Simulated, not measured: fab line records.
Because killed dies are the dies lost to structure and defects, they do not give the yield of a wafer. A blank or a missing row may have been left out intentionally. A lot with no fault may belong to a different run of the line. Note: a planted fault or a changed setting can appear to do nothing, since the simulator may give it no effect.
Which of the tools did it? / flow gf180mcu / 13 lots with 37 wafers sampled at 5 steps, on a route of 602 steps

== WHAT EACH GAUGE READ, for each wafer ==
GF_V2_CD_MEAS_14: target cd 260 nm.
lot=L457; measured=day 20 08:02; on=cd_sem-01; cd_nm (nm)=260.4 259.7 261.7
lot=L458; measured=day 20 13:41; on=cd_sem-01; cd_nm (nm)=261.0 260.5 259.5
lot=L459; measured=day 21 08:04; on=cd_sem-02; cd_nm (nm)=258.6 257.7 259.9
lot=L460; measured=day 21 15:46; on=cd_sem-01; cd_nm (nm)=259.6 260.2 259.9
lot=L462; measured=day 22 03:14; on=cd_sem-01; cd_nm (nm)=260.3 260.2 258.7
lot=L461; measured=day 22 06:59; on=cd_sem-01; cd_nm (nm)=259.9 262.4 260.0
lot=L463; measured=day 22 14:50; on=cd_sem-01; cd_nm (nm)=260.3 261.3 260.1
lot=L468; measured=day 24 09:56; on=cd_sem-02; cd_nm (nm)=260.9 260.9 260.2
lot=L469; measured=day 24 16:39; on=cd_sem-02; cd_nm (nm)=259.9
lot=L475; measured=day 26 12:56; on=cd_sem-02; cd_nm (nm)=257.4 260.2 259.1
lot=L478; measured=day 27 10:44; on=cd_sem-01; cd_nm (nm)=260.8 260.7 261.2
lot=L479; measured=day 27 15:10; on=cd_sem-01; cd_nm (nm)=259.1 260.8 260.1
lot=L480; measured=day 28 00:50; on=cd_sem-02; cd_nm (nm)=258.9 258.4 259.4

GF_V3_THK_MEAS_01.
lot=L457; measured=day 21 11:37; on=film_metro-03; V3_CVD_00_THK (nm)=589 599 600
lot=L458; measured=day 21 16:59; on=film_metro-04; V3_CVD_00_THK (nm)=601 591 604
lot=L459; measured=day 22 11:01; on=film_metro-01; V3_CVD_00_THK (nm)=606 595 602
lot=L460; measured=day 22 18:10; on=film_metro-04; V3_CVD_00_THK (nm)=607 612 618
lot=L462; measured=day 23 05:29; on=film_metro-01; V3_CVD_00_THK (nm)=588 598 604
lot=L461; measured=day 23 09:12; on=film_metro-03; V3_CVD_00_THK (nm)=603 583 590
lot=L463; measured=day 23 16:59; on=film_metro-03; V3_CVD_00_THK (nm)=614 591 611
lot=L468; measured=day 25 10:56; on=film_metro-01; V3_CVD_00_THK (nm)=298 605 290 298 605 290
lot=L469; measured=day 25 16:44; on=film_metro-01; V3_CVD_00_THK (nm)=299 299
lot=L475; measured=day 27 11:45; on=film_metro-03; V3_CVD_00_THK (nm)=614 617 617
lot=L478; measured=day 28 08:31; on=film_metro-03; V3_CVD_00_THK (nm)=611 604 621
lot=L479; measured=day 28 13:25; on=film_metro-03; V3_CVD_00_THK (nm)=611 601 601
lot=L480; measured=day 28 23:01; on=film_metro-04; V3_CVD_00_THK (nm)=600 614 613

GF_V3_CD_MEAS_14: target cd 260 nm.
lot=L457; measured=day 22 12:32; on=cd_sem-01; cd_nm (nm)=260.7 259.8 260.5
lot=L458; measured=day 22 17:31; on=cd_sem-02; cd_nm (nm)=262.0 261.4 261.1
lot=L459; measured=day 23 11:28; on=cd_sem-02; cd_nm (nm)=259.5 258.6 259.6
lot=L460; measured=day 23 17:40; on=cd_sem-01; cd_nm (nm)=261.5 260.3 259.1
lot=L462; measured=day 24 05:10; on=cd_sem-02; cd_nm (nm)=260.1 260.0 259.3
lot=L461; measured=day 24 08:53; on=cd_sem-01; cd_nm (nm)=259.9 260.3 259.1
lot=L463; measured=day 24 15:55; on=cd_sem-02; cd_nm (nm)=259.5 259.5 259.6
lot=L468; measured=day 26 08:22; on=cd_sem-01; cd_nm (nm)=260.5 261.5 261.6
lot=L469; measured=day 26 14:52; on=cd_sem-02; cd_nm (nm)=259.6
lot=L475; measured=day 28 07:46; on=cd_sem-01; cd_nm (nm)=260.6 259.7 260.7
lot=L478; measured=day 29 04:11; on=cd_sem-01; cd_nm (nm)=261.3 261.9 261.6
lot=L479; measured=day 29 09:05; on=cd_sem-01; cd_nm (nm)=260.1 259.9 259.5
lot=L480; measured=day 29 18:29; on=cd_sem-02; cd_nm (nm)=259.0 259.2 259.2

== WHICH TOOL RAN EACH LOT (tool, then ch and the chambers of the sampled wafers, then the start) ==
lot=L457; GF_V2_STRIP_18=plasma_asher-01 ch 0,1, day 20 08:17; GF_V3_CVD_00=hdpcvd-01 ch 0,2, day 21 11:32
lot=L458; GF_V2_STRIP_18=plasma_asher-01 ch 0,1, day 20 13:58; GF_V3_CVD_00=hdpcvd-01 ch 0,1,2, day 21 16:55
lot=L459; GF_V2_STRIP_18=plasma_asher-02 ch 0,1, day 21 08:20; GF_V3_CVD_00=hdpcvd-01 ch 1,2, day 22 10:55
lot=L460; GF_V2_STRIP_18=plasma_asher-03 ch 0,1, day 21 16:02; GF_V3_CVD_00=hdpcvd-02 ch 1,2, day 22 18:05
lot=L462; GF_V2_STRIP_18=plasma_asher-03 ch 0,1, day 22 03:31; GF_V3_CVD_00=hdpcvd-01 ch 0,1,2, day 23 05:25
lot=L461; GF_V2_STRIP_18=plasma_asher-02 ch 0,1, day 22 07:14; GF_V3_CVD_00=hdpcvd-01 ch 0,1,2, day 23 09:07
lot=L463; GF_V2_STRIP_18=plasma_asher-01 ch 1, day 22 15:06; GF_V3_CVD_00=hdpcvd-02 ch 0,2, day 23 16:55
lot=L468; GF_V2_STRIP_18=plasma_asher-03 ch 0,1, day 24 10:13; GF_V3_CVD_00=hdpcvd-01 ch 0,1, day 25 10:52
lot=L469; GF_V2_STRIP_18=plasma_asher-02 ch 0, day 24 16:55; GF_V3_CVD_00=hdpcvd-01 ch 0, day 25 16:40
lot=L475; GF_V2_STRIP_18=plasma_asher-03 ch 0,1, day 26 13:13; GF_V3_CVD_00=hdpcvd-02 ch 1,2, day 27 11:41
lot=L478; GF_V2_STRIP_18=plasma_asher-01 ch 0,1, day 27 10:59; GF_V3_CVD_00=hdpcvd-02 ch 0,1,2, day 28 08:26
lot=L479; GF_V2_STRIP_18=plasma_asher-02 ch 0,1, day 27 15:26; GF_V3_CVD_00=hdpcvd-02 ch 0,1,2, day 28 13:19
lot=L480; GF_V2_STRIP_18=plasma_asher-01 ch 0,1, day 28 01:07; GF_V3_CVD_00=hdpcvd-02 ch 0,2, day 28 22:57
- GF_V2_STRIP_18: strips in O2/N2.
- GF_V3_CVD_00: deposits SiO2, target thk 600 nm, time 100 s.

== AS READ BY THE TOOLS THEMSELVES (means over the sampled wafers that have a number; for cases with no such wafer, the mark the record gives instead) ==
GF_V2_STRIP_18.
lot=L457; tool=plasma_asher-01; chamber_pressure_mTorr (mTorr)=1500.0; drypump_motor_current_A (A)=6.0; heater_power_w (W)=325; oes_product_au (a.u.)=0.591
lot=L458; tool=plasma_asher-01; chamber_pressure_mTorr (mTorr)=1500.2; drypump_motor_current_A (A)=6.1; heater_power_w (W)=320; oes_product_au (a.u.)=0.590
lot=L459; tool=plasma_asher-02; chamber_pressure_mTorr (mTorr)=1499.2; drypump_motor_current_A (A)=5.4; heater_power_w (W)=328; oes_product_au (a.u.)=0.592
lot=L460; tool=plasma_asher-03; chamber_pressure_mTorr (mTorr)=1499.8; drypump_motor_current_A (A)=5.6; heater_power_w (W)=292; oes_product_au (a.u.)=0.596
lot=L462; tool=plasma_asher-03; chamber_pressure_mTorr (mTorr)=1500.2; drypump_motor_current_A (A)=5.4; heater_power_w (W)=295; oes_product_au (a.u.)=0.592
lot=L461; tool=plasma_asher-02; chamber_pressure_mTorr (mTorr)=1500.6; drypump_motor_current_A (A)=5.2; heater_power_w (W)=316; oes_product_au (a.u.)=0.594
lot=L463; tool=plasma_asher-01; chamber_pressure_mTorr (mTorr)=1500.3; drypump_motor_current_A (A)=6.2; heater_power_w (W)=284; oes_product_au (a.u.)=0.585
lot=L468; tool=plasma_asher-03; chamber_pressure_mTorr (mTorr)=1501.5; drypump_motor_current_A (A)=5.4; heater_power_w (W)=291; oes_product_au (a.u.)=0.594
lot=L469; tool=plasma_asher-02; chamber_pressure_mTorr (mTorr)=1499.4; drypump_motor_current_A (A)=5.6; heater_power_w (W)=340; oes_product_au (a.u.)=0.595
lot=L475; tool=plasma_asher-03; chamber_pressure_mTorr (mTorr)=1500.5; drypump_motor_current_A (A)=5.6; heater_power_w (W)=293; oes_product_au (a.u.)=0.586
lot=L478; tool=plasma_asher-01; chamber_pressure_mTorr (mTorr)=1500.8; drypump_motor_current_A (A)=6.0; heater_power_w (W)=320; oes_product_au (a.u.)=0.593
lot=L479; tool=plasma_asher-02; chamber_pressure_mTorr (mTorr)=1501.1; drypump_motor_current_A (A)=5.4; heater_power_w (W)=335; oes_product_au (a.u.)=0.595
lot=L480; tool=plasma_asher-01; chamber_pressure_mTorr (mTorr)=1498.5; drypump_motor_current_A (A)=5.9; heater_power_w (W)=354; oes_product_au (a.u.)=0.590

GF_V3_CVD_00.
lot=L457; tool=hdpcvd-01; sih4_flow_sccm (sccm)=60.03; susceptor_temp_C (C)=399.82
lot=L458; tool=hdpcvd-01; sih4_flow_sccm (sccm)=59.90; susceptor_temp_C (C)=399.93
lot=L459; tool=hdpcvd-01; sih4_flow_sccm (sccm)=60.15; susceptor_temp_C (C)=400.07
lot=L460; tool=hdpcvd-02; sih4_flow_sccm (sccm)=60.14; susceptor_temp_C (C)=399.79
lot=L462; tool=hdpcvd-01; sih4_flow_sccm (sccm)=60.07; susceptor_temp_C (C)=399.77
lot=L461; tool=hdpcvd-01; sih4_flow_sccm (sccm)=60.16; susceptor_temp_C (C)=399.95
lot=L463; tool=hdpcvd-02; sih4_flow_sccm (sccm)=60.06; susceptor_temp_C (C)=399.97
lot=L468; tool=hdpcvd-01; sih4_flow_sccm (sccm)=39.99; susceptor_temp_C (C)=399.92
lot=L469; tool=hdpcvd-01; sih4_flow_sccm (sccm)=30.09; susceptor_temp_C (C)=400.30
lot=L475; tool=hdpcvd-02; sih4_flow_sccm (sccm)=60.05; susceptor_temp_C (C)=399.88
lot=L478; tool=hdpcvd-02; sih4_flow_sccm (sccm)=60.00; susceptor_temp_C (C)=400.14
lot=L479; tool=hdpcvd-02; sih4_flow_sccm (sccm)=59.99; susceptor_temp_C (C)=399.71
lot=L480; tool=hdpcvd-02; sih4_flow_sccm (sccm)=60.04; susceptor_temp_C (C)=399.96

== THE ANSWER, worked out from the rows above alone ==
Rule: the lots themselves supply what counts as usual. The widest of any qualifying gaps counts: lots, ordered by their means at a reading, are off when they make up no more than a third of the lots, leave a main group of 4 or more, and stand apart from it by 3 or more times the standard deviation of that group's means. If all means in a main group match to the digits the tables above print for the reading, that group is not used. Also off: a lot with no number at a reading for which 4 or more lots have one. The other lots that the step has rows for count as sound. First the gauges in route order, then the tools' own readings, where a lot's mean is used as printed above. The first step at which some lot is off is used, and at that step the reading that is off furthest; a lot without a number counts as furthest.
Off: L468, L469, seen at GF_V3_THK_MEAS_01 (V3_CVD_00_THK). Mean 604 nm and standard deviation 7.4 in the main group.
A tool fits if, at a process step before that reading, it ran every lot that is off, and no sound lot after the first of them. The gauges at GF_V3_THK_MEAS_01 aren't tried: what is off there is off at GF_V3_CVD_00 too, on other tools, and a gauge's error can't cause that. One candidate fits, namely hdpcvd-01 at GF_V3_CVD_00. A fault onset in the window from L461 (day 23 09:07, its last sound lot) to L468 (day 25 10:52, its first lot off) fits.
On the lots that are off, the tool's own readings at GF_V3_CVD_00 differ by more than 5 times the standard deviation of the sound lots' means, which bears it out; sih4_flow_sccm reads 35.04 sccm there versus 60.05 sccm on the sound lots.

== WHAT THE SIMULATOR PUT IN ==
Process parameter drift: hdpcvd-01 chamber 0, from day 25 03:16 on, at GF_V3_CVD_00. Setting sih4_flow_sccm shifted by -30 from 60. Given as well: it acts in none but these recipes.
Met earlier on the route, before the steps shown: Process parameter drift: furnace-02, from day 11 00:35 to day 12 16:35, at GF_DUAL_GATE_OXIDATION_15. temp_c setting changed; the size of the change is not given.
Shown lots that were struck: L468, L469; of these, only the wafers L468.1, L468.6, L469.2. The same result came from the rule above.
